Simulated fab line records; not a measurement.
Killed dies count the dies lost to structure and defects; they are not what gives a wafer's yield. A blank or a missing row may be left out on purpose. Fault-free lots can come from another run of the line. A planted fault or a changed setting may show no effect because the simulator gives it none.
2 desks looking at one fault / flow sky130 / each desk holds nothing but its own numbers, with what lay behind them at the end

AT THE METROLOGY DESK
Lot by lot, what the gauges showed, no matter which tool ran the lot: averages of those sampled wafers that carry a number. Marked OUT: a lot whose mean sits more than 4 standard deviations from the usual mean, which makes it out of limits; the brackets give that distance.
Columns: A = CAP2M_TIN_RS at SKY_CAP2M_RS_MEAS_03, usual 6.89 ohm/sq
lot=L515; first seen here=day 40 07:22; A=6.92
lot=L517; first seen here=day 40 22:44; A=6.84
lot=L519; first seen here=day 41 14:15; A=6.98
lot=L520; first seen here=day 42 06:02; A=6.94
lot=L521; first seen here=day 42 10:09; A=6.93
lot=L523; first seen here=day 42 17:37; A=6.88
lot=L524; first seen here=day 43 04:37; A=6.86
lot=L526; first seen here=day 43 14:36; A=6.85
lot=L527; first seen here=day 44 07:41; A=7.00
lot=L531; first seen here=day 45 07:04; A=6.83
lot=L532; first seen here=day 45 10:30; A=6.92
lot=L533; first seen here=day 45 13:19; A=6.87
This desk's verdict: no lot among the 12 shows anything out of limits.

DESK OF THE TOOL OWNER: plasma-asher-01
The tool's own readings at SKY_VT_ADJUST_LVTN_STRIP_20 (strips in O2/N2): means of the sampled wafers that have a number, for each lot that ran on this tool. Marked OUT: a lot whose mean sits more than 4 standard deviations from the usual mean, which makes it out of limits; the brackets give that distance.
Columns: A = drypump-motor-current-A at SKY_VT_ADJUST_LVTN_STRIP_20, usual 5.7 A; B = oes-product-au at SKY_VT_ADJUST_LVTN_STRIP_20, usual 0.716 a.u.; C = strip-time-to-endpoint-s at SKY_VT_ADJUST_LVTN_STRIP_20, usual 14.17 s
lot=L515; first seen here=day 8 02:05; A=5.7; B=0.714; C=14.17
lot=L517; first seen here=day 8 15:07; A=5.9; B=0.714; C=14.16
lot=L519; first seen here=day 9 03:36; A=5.4; B=0.710; C=14.15
lot=L521; first seen here=day 9 20:00; A=5.7; B=0.717; C=14.18
lot=L526; first seen here=day 11 04:48; A=5.5; B=0.711; C=14.20
lot=L527; first seen here=day 11 12:51; A=5.7; B=0.716; C=14.21
lot=L531; first seen here=day 12 15:39; A=5.7; B=0.716; C=14.16
lot=L532; first seen here=day 12 23:30; A=5.7; B=0.717; C=14.20
lot=L533; first seen here=day 13 02:23; A=5.7; B=0.717; C=14.13
This desk's verdict: no lot among the 9 shows anything out of limits.

ALL TOGETHER
The metrology desk saw nothing out of limits.
The tool owner's desk saw nothing out of limits.

WHAT THE SIMULATOR HAD PUT IN
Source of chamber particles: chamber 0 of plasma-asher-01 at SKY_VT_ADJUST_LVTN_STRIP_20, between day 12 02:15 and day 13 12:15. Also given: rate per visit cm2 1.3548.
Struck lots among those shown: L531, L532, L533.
